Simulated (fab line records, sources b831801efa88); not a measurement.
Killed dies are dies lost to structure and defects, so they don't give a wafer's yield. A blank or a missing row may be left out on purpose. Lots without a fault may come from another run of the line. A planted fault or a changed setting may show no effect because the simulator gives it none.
fab line records | flow sky130 | part 1 of 2: steps 1 to 32 of 40
record lots=5 wafers=15 last_day=50
route steps=708 shown LDD_P@265 LDD_HVN@267 LDD_HVP@278 LDD_LDN@289 SPACER@304
lots that met no fault: from a run of the same line without faults
start_h: hours from the record's first day to the start of the lot's first wafer shown | wait_h: hours since the lot's step before | " the same as in the row above | L1.1+2: a row that stands for several wafers | - no value, or no start given | * or withheld: withheld | < > ~ a bound
route shown NAME@n: a module of which the file shows steps, and the number in the route of the first | usual: mean/standard deviation of fault-free wafers | same: alike in all rows | chamber/n: place in a boat | sites: the reading at each site | _std_site: their standard deviation | _edge_site: outer sites' mean less inner sites' | radius_mm: how far each site lies from the wafer's centre | mask NAME#n: copy n | behind: the tool/chamber that last shaped the wafer | hold: why the lot was held/for how many hours/how that ended | device: the transistor (n, p or np) that didn't switch | end of line: the same wafers' tests at the end of the route | a step without rows: its recipe alone | killed: dies lost to structure and defects at the first sort, not the wafer's yield | map: a wafer's dies, x killed, . not, _ none there
set.NAME: the setting as run; set.NAME@STEP: as run at that earlier step | model.NAME: the simulator's own value behind a step, which no gauge read
lots at some steps of the route; a table a step, a row a wafer
services: from which hour (start_h, from the record's first day; less than 0 if before it) a tool's chamber was out of use, for how many hours, and why
## steps
# step SKY_LDD_P_STRIP_10
# recipe chemistry=O2/N2 power_w=1400 pressure_mtorr=1500 platen_temp_c=withheld o2_flow_sccm=3000 n2_flow_sccm=300 overash_fraction=0.5
# usual drypump_motor_current_A=5.8/0.47 oes_product_au=0.716/0.0044 strip_time_to_endpoint_s=14.18/0.043
# columns lot.wafer tool chamber start_h wait_h drypump_motor_current_A oes_product_au rf_hours_counter_h strip_time_to_endpoint_s
L076.1 plasma_asher-03 1 446.83 0.1 6.2 0.710 33 14.20
L076.2 " 0 " " 6.0 0.721 33 14.18
L076.3 " 0 " " 6.0 0.711 - 14.18
L079.3 plasma_asher-03 1 482.16 0.1 6.2 0.718 - 14.21
L079.5 " 0 " " 6.1 0.723 - 14.19
L079.6 " 1 " " 6.2 0.717 - 14.17
L086.2 plasma_asher-02 1 535.73 0.1 5.6 0.719 75 14.26
L086.4 " 0 " " 5.0 0.708 - 14.18
L086.6 " 0 " " 5.0 0.721 - 14.25
L089.1 plasma_asher-01 0 565.71 0.1 6.3 0.710 86 14.14
L089.4 " 1 " " 5.4 0.713 - 14.13
L089.6 " 1 " " 5.4 0.718 - 14.18
L096.2 plasma_asher-01 1 611.07 0.1 5.4 0.710 91 14.11
L096.4 " 0 " " 6.3 0.725 - 14.15
L096.6 " 0 " " 6.4 0.720 - 14.13
# step SKY_LDD_P_TW_MEAS_11
# usual LDD_P_TW=636/4.4
# columns lot.wafer tool chamber start_h wait_h LDD_P_TW
L076.1 film_metro-02 - 446.93 0.1 637
L076.2 " - " " 639
L076.3 " - " " 633
L079.3 film_metro-04 - 482.25 0.1 625
L079.5 " - " " 625
L079.6 " - " " 627
L086.2 film_metro-04 - 535.84 0.1 629
L086.4 " - " " 633
L086.6 " - " " 629
L089.1 film_metro-01 - 565.81 0.1 644
L089.4 " - " " 641
L089.6 " - " " 642
L096.2 film_metro-02 - 611.18 0.1 634
L096.4 " - " " 633
L096.6 " - " " 635
# step SKY_LDD_HVN_DEHYDRATE_00
# recipe temp_c=200 time_s=60
# columns lot.wafer tool chamber start_h wait_h
L076.1+2+3 litho_track-03 0 461.43 14.5
L079.3+5+6 litho_track-03 0 497.23 15.0
L086.2+4+6 litho_track-03 0 549.90 14.1
L089.1+4+6 litho_track-01 0 579.45 13.6
L096.2+4+6 litho_track-01 0 624.98 13.8
# step SKY_LDD_HVN_HMDS_01
# recipe prime_time_s=60 prime_temp_c=120
# columns lot.wafer tool chamber start_h wait_h
L076.1+2+3 litho_track-03 0 461.58 0.1
L079.3+5+6 litho_track-03 0 497.38 0.1
L086.2+4+6 litho_track-03 0 550.05 0.1
L089.1+4+6 litho_track-01 0 579.60 0.1
L096.2+4+6 litho_track-01 0 625.13 0.1
# step SKY_LDD_HVN_COAT_02
# recipe resist=NOVOLAK spin_rpm=3000 resist_thk_nm=300
# columns lot.wafer tool chamber start_h wait_h
L076.1+2+3 litho_track-03 0 461.73 0.1
L079.3+5+6 litho_track-03 0 497.53 0.1
L086.2+4+6 litho_track-03 0 550.20 0.1
L089.1+4+6 litho_track-01 0 579.75 0.1
L096.2+4+6 litho_track-01 0 625.28 0.1
# step SKY_LDD_HVN_SOFTBAKE_03
# recipe temp_c=90 time_s=60 resist=NOVOLAK
# columns lot.wafer tool chamber start_h wait_h
L076.1+2+3 litho_track-03 0 461.88 0.1
L079.3+5+6 litho_track-03 0 497.68 0.1
L086.2+4+6 litho_track-03 0 550.35 0.1
L089.1+4+6 litho_track-01 0 579.90 0.1
L096.2+4+6 litho_track-01 0 625.43 0.1
# step SKY_LDD_HVN_EXPOSE_04
# recipe mask_id=HVNTM na=0.6 source_shape=conventional sigma_outer=0.6 polarization=unpolarized target_cd_nm=700 dose_mj=127
# columns lot.wafer tool chamber start_h wait_h mask
L076.1+2+3 iline_stepper-01 0 - - HVNTM#0
L079.3+5+6 iline_stepper-01 0 - - HVNTM#0
L086.2+4+6 iline_stepper-01 0 - - HVNTM#0
L089.1+4+6 iline_stepper-02 0 - - HVNTM#0
L096.2+4+6 iline_stepper-01 0 - - HVNTM#0
# step SKY_LDD_HVN_PEB_05
# recipe temp_c=withheld time_s=* resist=NOVOLAK
# columns lot.wafer tool chamber start_h wait_h
L076.1+2+3 litho_track-03 0 - -
L079.3+5+6 litho_track-02 0 - -
L086.2+4+6 litho_track-01 0 - -
L089.1+4+6 litho_track-03 0 - -
L096.2+4+6 litho_track-03 0 - -
# step SKY_LDD_HVN_DEVELOP_06
# recipe resist=NOVOLAK developer=TMAH develop_time_s=60 dev_temp_c=23
# usual developer_temp_C=23.01/0.094
# columns lot.wafer tool chamber start_h wait_h developer_temp_C
L076.1 litho_track-03 0 477.23 0.1 23.17
L076.2 " 0 " " 23.22
L076.3 " 0 " " 23.19
L079.3 litho_track-02 0 512.56 0.1 23.00
L079.5 " 0 " " 23.06
L079.6 " 0 " " 22.89
L086.2 litho_track-01 0 565.58 0.1 23.15
L086.4 " 0 " " 23.08
L086.6 " 0 " " 23.13
L089.1 litho_track-03 0 594.78 0.1 23.10
L089.4 " 0 " " 23.09
L089.6 " 0 " " 22.99
L096.2 litho_track-03 0 639.55 0.1 23.12
L096.4 " 0 " " 23.02
L096.6 " 0 " " 23.13
# step SKY_LDD_HVN_OVL_MEAS_07
# usual LDD_HVN_OVL=-0.1/1.4
# columns lot.wafer tool chamber start_h wait_h LDD_HVN_OVL[nm]
L076.1 overlay-02 - 477.38 0.1 -0.5
L076.2 " - " " 0.6
L076.3 " - " " 0.6
L079.3 overlay-01 - 512.68 0.1 -0.6
L079.5 " - " " 0.7
L079.6 " - " " -0.3
L086.2 overlay-01 - 565.71 0.1 -0.4
L086.4 " - " " -2.6
L086.6 " - " " -2.0
L089.1 overlay-02 - 594.93 0.1 1.4
L089.4 " - " " 1.5
L089.6 " - " " -0.8
L096.2 overlay-01 - 639.68 0.1 -0.2
L096.4 " - " " 0.3
L096.6 " - " " -2.0
# step SKY_LDD_HVN_IMPLANT_08
# recipe species=P energy_kev=60 dose_cm2=3e+13 tilt_deg=40
# usual beam_on_s=9.99/0.2 end_station_pressure_torr=5.14e-06/2.5e-07
# columns lot.wafer tool chamber start_h wait_h beam_on_s end_station_pressure_torr
L076.1 implanter-01 0 477.42 0.0 10.13 4.79e-06
L076.2 " 0 " " 9.83 5.6e-06
L076.3 " 0 " " 9.58 5.16e-06
L079.3 implanter-01 0 512.75 0.1 9.84 4.8e-06
L079.5 " 0 " " 9.78 5.11e-06
L079.6 " 0 " " 9.77 5.18e-06
L086.2 implanter-03 0 565.76 0.0 9.86 5.25e-06
L086.4 " 0 " " 10.17 4.96e-06
L086.6 " 0 " " 10.08 4.82e-06
L089.1 implanter-02 0 594.97 0.0 10.01 4.69e-06
L089.4 " 0 " " 10.34 4.64e-06
L089.6 " 0 " " 9.87 5e-06
L096.2 implanter-02 0 639.74 0.0 9.82 5.31e-06
L096.4 " 0 " " 10.07 5.31e-06
L096.6 " 0 " " 10.23 4.82e-06
# step SKY_LDD_HVN_STRIP_09
# recipe chemistry=O2/N2 power_w=1400 pressure_mtorr=1500 platen_temp_c=withheld o2_flow_sccm=3000 n2_flow_sccm=300 overash_fraction=0.5
# usual drypump_motor_current_A=6.1/0.39 oes_product_au=0.408/0.0053 strip_time_to_endpoint_s=4.130/0.014
# columns lot.wafer tool chamber start_h wait_h drypump_motor_current_A oes_product_au rf_hours_counter_h strip_time_to_endpoint_s
L076.1 plasma_asher-03 0 477.57 0.1 6.1 0.416 36 4.120
L076.2 " 1 " " 6.2 0.404 36 4.113
L076.3 " 0 " " 6.0 0.409 - 4.119
L079.3 plasma_asher-04 0 512.88 0.1 6.4 0.409 - 4.127
L079.5 " 0 " " 6.4 0.410 - 4.117
L079.6 " 1 " " 6.6 0.403 - 4.117
L086.2 plasma_asher-04 1 565.89 0.1 6.6 0.410 13 4.141
L086.4 " 1 " " 6.6 0.413 - 4.144
L086.6 " 1 " " 6.6 0.409 - 4.143
L089.1 plasma_asher-04 1 595.12 0.1 6.6 0.407 16 4.128
L089.4 " 0 " " 6.4 0.409 - 4.159
L089.6 " 1 " " 6.6 0.414 - 4.149
L096.2 plasma_asher-01 1 639.86 0.1 5.3 0.405 94 4.152
L096.4 " 0 " " 6.3 0.411 - 4.128
L096.6 " 0 " " 6.3 0.401 - 4.155
# step SKY_LDD_HVN_TW_MEAS_10
# usual LDD_HVN_TW=1441/6.4
# columns lot.wafer tool chamber start_h wait_h LDD_HVN_TW
L076.1 film_metro-01 - 477.67 0.1 1432
L076.2 " - " " 1441
L076.3 " - " " 1444
L079.3 film_metro-02 - 512.97 0.1 1447
L079.5 " - " " 1445
L079.6 " - " " 1443
L086.2 film_metro-03 - 566.00 0.1 1445
L086.4 " - " " 1452
L086.6 " - " " 1442
L089.1 film_metro-03 - 595.22 0.1 1441
L089.4 " - " " 1431
L089.6 " - " " 1434
L096.2 film_metro-01 - 639.97 0.1 1442
L096.4 " - " " 1444
L096.6 " - " " 1440
# step SKY_LDD_HVP_DEHYDRATE_00
# recipe temp_c=200 time_s=60
# columns lot.wafer tool chamber start_h wait_h
L076.1+2+3 litho_track-03 0 492.13 14.5
L079.3+5+6 litho_track-02 0 528.01 15.0
L086.2+4+6 litho_track-04 0 579.80 13.8
L089.1+4+6 litho_track-03 0 608.88 13.7
L096.2+4+6 litho_track-03 0 653.75 13.8
# step SKY_LDD_HVP_HMDS_01
# recipe prime_time_s=60 prime_temp_c=120
# columns lot.wafer tool chamber start_h wait_h
L076.1+2+3 litho_track-03 0 492.28 0.1
L079.3+5+6 litho_track-02 0 528.16 0.1
L086.2+4+6 litho_track-04 0 579.95 0.1
L089.1+4+6 litho_track-03 0 609.03 0.1
L096.2+4+6 litho_track-03 0 653.90 0.1
# step SKY_LDD_HVP_COAT_02
# recipe resist=NOVOLAK spin_rpm=3000 resist_thk_nm=300
# columns lot.wafer tool chamber start_h wait_h
L076.1+2+3 litho_track-03 0 492.43 0.1
L079.3+5+6 litho_track-02 0 528.31 0.1
L086.2+4+6 litho_track-04 0 580.10 0.1
L089.1+4+6 litho_track-03 0 609.18 0.1
L096.2+4+6 litho_track-03 0 654.05 0.1
# step SKY_LDD_HVP_SOFTBAKE_03
# recipe temp_c=90 time_s=60 resist=NOVOLAK
# columns lot.wafer tool chamber start_h wait_h
L076.1+2+3 litho_track-03 0 492.58 0.1
L079.3+5+6 litho_track-02 0 528.46 0.1
L086.2+4+6 litho_track-04 0 580.25 0.1
L089.1+4+6 litho_track-03 0 609.33 0.1
L096.2+4+6 litho_track-03 0 654.20 0.1
# step SKY_LDD_HVP_EXPOSE_04
# recipe mask_id=HVPTM na=0.6 source_shape=conventional sigma_outer=0.6 polarization=unpolarized target_cd_nm=700 dose_mj=86
# columns lot.wafer tool chamber start_h wait_h mask
L076.1+2+3 iline_stepper-01 0 - - HVPTM#0
L079.3+5+6 iline_stepper-01 0 - - HVPTM#0
L086.2+4+6 iline_stepper-02 0 - - HVPTM#0
L089.1+4+6 iline_stepper-02 0 - - HVPTM#0
L096.2+4+6 iline_stepper-01 0 - - HVPTM#0
# step SKY_LDD_HVP_PEB_05
# recipe temp_c=withheld time_s=* resist=NOVOLAK
# columns lot.wafer tool chamber start_h wait_h
L076.1+2+3 litho_track-02 0 - -
L079.3+5+6 litho_track-03 0 - -
L086.2+4+6 litho_track-04 0 - -
L089.1+4+6 litho_track-03 0 - -
L096.2+4+6 litho_track-04 0 - -
# step SKY_LDD_HVP_DEVELOP_06
# recipe resist=NOVOLAK developer=TMAH develop_time_s=60 dev_temp_c=23
# usual developer_temp_C=22.99/0.1
# columns lot.wafer tool chamber start_h wait_h developer_temp_C
L076.1 litho_track-02 0 507.81 0.1 22.93
L076.2 " 0 " " 23.00
L076.3 " 0 " " 22.96
L079.3 litho_track-03 0 542.78 0.1 23.02
L079.5 " 0 " " 22.98
L079.6 " 0 " " 23.16
L086.2 litho_track-04 0 595.05 0.1 22.80
L086.4 " 0 " " 22.75
L086.6 " 0 " " 23.02
L089.1 litho_track-03 0 622.98 0.1 23.09
L089.4 " 0 " " 23.11
L089.6 " 0 " " 22.87
L096.2 litho_track-04 0 667.90 0.1 22.88
L096.4 " 0 " " 22.86
L096.6 " 0 " " 23.01
# step SKY_LDD_HVP_OVL_MEAS_07
# usual LDD_HVP_OVL=0.1/1.5
# columns lot.wafer tool chamber start_h wait_h LDD_HVP_OVL[nm]
L076.1 overlay-02 - 507.96 0.1 0.5
L076.2 " - " " 1.7
L076.3 " - " " 2.7
L079.3 overlay-01 - 542.89 0.1 -0.1
L079.5 " - " " 0.5
L079.6 " - " " -2.1
L086.2 overlay-02 - 595.18 0.1 -0.2
L086.4 " - " " 0.6
L086.6 " - " " -1.7
L089.1 overlay-01 - 623.13 0.1 0.1
L089.4 " - " " -1.6
L089.6 " - " " -0.8
L096.2 overlay-01 - 668.03 0.1 -1.5
L096.4 " - " " -1.0
L096.6 " - " " -0.6
# step SKY_LDD_HVP_IMPLANT_08
# recipe species=B energy_kev=20 dose_cm2=1.7e+13 tilt_deg=17.9
# usual beam_on_s=9.98/0.22 end_station_pressure_torr=5.1e-06/2.7e-07
# columns lot.wafer tool chamber start_h wait_h beam_on_s end_station_pressure_torr
L076.1 implanter-01 0 508.00 0.0 10.02 4.93e-06
L076.2 " 0 " " 10.13 4.83e-06
L076.3 " 0 " " 10.02 4.58e-06
L079.3 implanter-03 0 542.97 0.1 10.19 4.83e-06
L079.5 " 0 " " 9.83 5.39e-06
L079.6 " 0 " " 10.21 4.91e-06
L086.2 implanter-03 0 595.23 0.0 10.00 5.52e-06
L086.4 " 0 " " 9.81 5.36e-06
L086.6 " 0 " " 10.03 5.54e-06
L089.1 implanter-04 0 623.17 0.0 9.66 4.6e-06
L089.4 " 0 " " 10.03 5.04e-06
L089.6 " 0 " " 10.23 5.33e-06
L096.2 implanter-04 0 668.08 0.0 10.00 5.41e-06
L096.4 " 0 " " 10.09 4.91e-06
L096.6 " 0 " " 10.10 5.34e-06
# step SKY_LDD_HVP_STRIP_09
# recipe chemistry=O2/N2 power_w=1400 pressure_mtorr=1500 platen_temp_c=withheld o2_flow_sccm=3000 n2_flow_sccm=300 overash_fraction=0.5
# usual drypump_motor_current_A=6.0/0.57 oes_product_au=0.409/0.0046 strip_time_to_endpoint_s=4.137/0.017
# columns lot.wafer tool chamber start_h wait_h drypump_motor_current_A oes_product_au rf_hours_counter_h strip_time_to_endpoint_s
L076.1 plasma_asher-02 1 508.15 0.1 5.6 0.409 72 4.115
L076.2 " 0 " " 4.9 0.407 72 4.114
L076.3 " 0 " " 4.9 0.397 - 4.116
L079.3 plasma_asher-04 1 543.10 0.1 6.6 0.405 - 4.103
L079.5 " 0 " " 6.4 0.406 - 4.096
L079.6 " 1 " " 6.6 0.416 - 4.117
L086.2 plasma_asher-02 0 595.36 0.1 4.9 0.411 81 4.148
L086.4 " 0 " " 5.0 0.412 - 4.134
L086.6 " 0 " " 5.0 0.410 - 4.116
L089.1 plasma_asher-01 1 623.32 0.1 5.3 0.411 92 4.160
L089.4 " 0 " " 6.3 0.414 - 4.124
L089.6 " 0 " " 6.4 0.404 - 4.124
L096.2 plasma_asher-01 0 668.21 0.1 6.3 0.413 96 4.149
L096.4 " 1 " " 5.4 0.407 - 4.164
L096.6 " 1 " " 5.3 0.406 - 4.154
# step SKY_LDD_HVP_TW_MEAS_10
# usual LDD_HVP_TW=455/3.4
# columns lot.wafer tool chamber start_h wait_h LDD_HVP_TW
L076.1 film_metro-03 - 508.25 0.1 456
L076.2 " - " " 456
L076.3 " - " " 457
L079.3 film_metro-02 - 543.19 0.1 458
L079.5 " - " " 457
L079.6 " - " " 458
L086.2 film_metro-02 - 595.47 0.1 459
L086.4 " - " " 457
L086.6 " - " " 456
L089.1 film_metro-02 - 623.42 0.1 455
L089.4 " - " " 455
L089.6 " - " " 459
L096.2 film_metro-02 - 668.32 0.1 460
L096.4 " - " " 458
L096.6 " - " " 460
# step SKY_LDD_LDN_DEHYDRATE_00
# recipe temp_c=200 time_s=60
# columns lot.wafer tool chamber start_h wait_h
L076.1+2+3 litho_track-01 0 523.15 14.9
L079.3+5+6 litho_track-01 0 557.55 14.4
L086.2+4+6 litho_track-04 0 609.05 13.6
L089.1+4+6 litho_track-03 0 637.23 13.8
L096.2+4+6 litho_track-03 0 681.85 13.5
# step SKY_LDD_LDN_HMDS_01
# recipe prime_time_s=60 prime_temp_c=120
# columns lot.wafer tool chamber start_h wait_h
L076.1+2+3 litho_track-01 0 523.30 0.1
L079.3+5+6 litho_track-01 0 557.70 0.1
L086.2+4+6 litho_track-04 0 609.20 0.1
L089.1+4+6 litho_track-03 0 637.38 0.1
L096.2+4+6 litho_track-03 0 682.00 0.1
# step SKY_LDD_LDN_COAT_02
# recipe resist=NOVOLAK spin_rpm=3000 resist_thk_nm=1140
# columns lot.wafer tool chamber start_h wait_h
L076.1+2+3 litho_track-01 0 523.45 0.1
L079.3+5+6 litho_track-01 0 557.85 0.1
L086.2+4+6 litho_track-04 0 609.35 0.1
L089.1+4+6 litho_track-03 0 637.53 0.1
L096.2+4+6 litho_track-03 0 682.15 0.1
# step SKY_LDD_LDN_SOFTBAKE_03
# recipe temp_c=90 time_s=60 resist=NOVOLAK
# columns lot.wafer tool chamber start_h wait_h
L076.1+2+3 litho_track-01 0 523.60 0.1
L079.3+5+6 litho_track-01 0 558.00 0.1
L086.2+4+6 litho_track-04 0 609.50 0.1
L089.1+4+6 litho_track-03 0 637.68 0.1
L096.2+4+6 litho_track-03 0 682.30 0.1
# step SKY_LDD_LDN_EXPOSE_04
# recipe mask_id=LDNTM na=0.6 source_shape=conventional sigma_outer=0.6 polarization=unpolarized target_cd_nm=700 dose_mj=140
# columns lot.wafer tool chamber start_h wait_h mask
L076.1+2+3 iline_stepper-01 0 - - LDNTM#0
L079.3+5+6 iline_stepper-02 0 - - LDNTM#0
L086.2+4+6 iline_stepper-01 0 - - LDNTM#0
L089.1+4+6 iline_stepper-02 0 - - LDNTM#0
L096.2+4+6 iline_stepper-01 0 - - LDNTM#0
# step SKY_LDD_LDN_PEB_05
# recipe temp_c=withheld time_s=* resist=NOVOLAK
# columns lot.wafer tool chamber start_h wait_h
L076.1+2+3 litho_track-03 0 - -
L079.3+5+6 litho_track-01 0 - -
L086.2+4+6 litho_track-04 0 - -
L089.1+4+6 litho_track-01 0 - -
L096.2+4+6 litho_track-04 0 - -
# step SKY_LDD_LDN_DEVELOP_06
# recipe resist=NOVOLAK developer=TMAH develop_time_s=59.24 dev_temp_c=23
# usual developer_temp_C=23.05/0.11
# columns lot.wafer tool chamber start_h wait_h developer_temp_C
L076.1 litho_track-03 0 539.03 0.1 23.05
L076.2 " 0 " " 23.22
L076.3 " 0 " " 23.03
L079.3 litho_track-01 0 572.30 0.1 23.02
L079.5 " 0 " " 23.20
L079.6 " 0 " " 22.99
L086.2 litho_track-04 0 623.30 0.1 22.88
L086.4 " 0 " " 22.89
L086.6 " 0 " " 23.11
L089.1 litho_track-01 0 651.60 0.1 23.05
L089.4 " 0 " " 23.18
L089.6 " 0 " " 23.03
L096.2 litho_track-04 0 695.50 0.1 23.03
L096.4 " 0 " " 23.29
L096.6 " 0 " " 23.11
# step SKY_LDD_LDN_OVL_MEAS_07
# usual LDD_LDN_OVL=-0.1/1.4
# columns lot.wafer tool chamber start_h wait_h LDD_LDN_OVL[nm]
L076.1 overlay-02 - 539.18 0.1 -0.7
L076.2 " - " " 0.7
L076.3 " - " " -0.2
L079.3 overlay-02 - 572.42 0.1 -0.9
L079.5 " - " " 1.6
L079.6 " - " " -1.8
L086.2 overlay-01 - 623.43 0.1 0.6
L086.4 " - " " 2.5
L086.6 " - " " 1.9
L089.1 overlay-02 - 651.75 0.1 0.7
L089.4 " - " " -0.8
L089.6 " - " " -1.0
L096.2 overlay-02 - 695.63 0.1 0.0
L096.4 " - " " 0.9
L096.6 " - " " -2.6
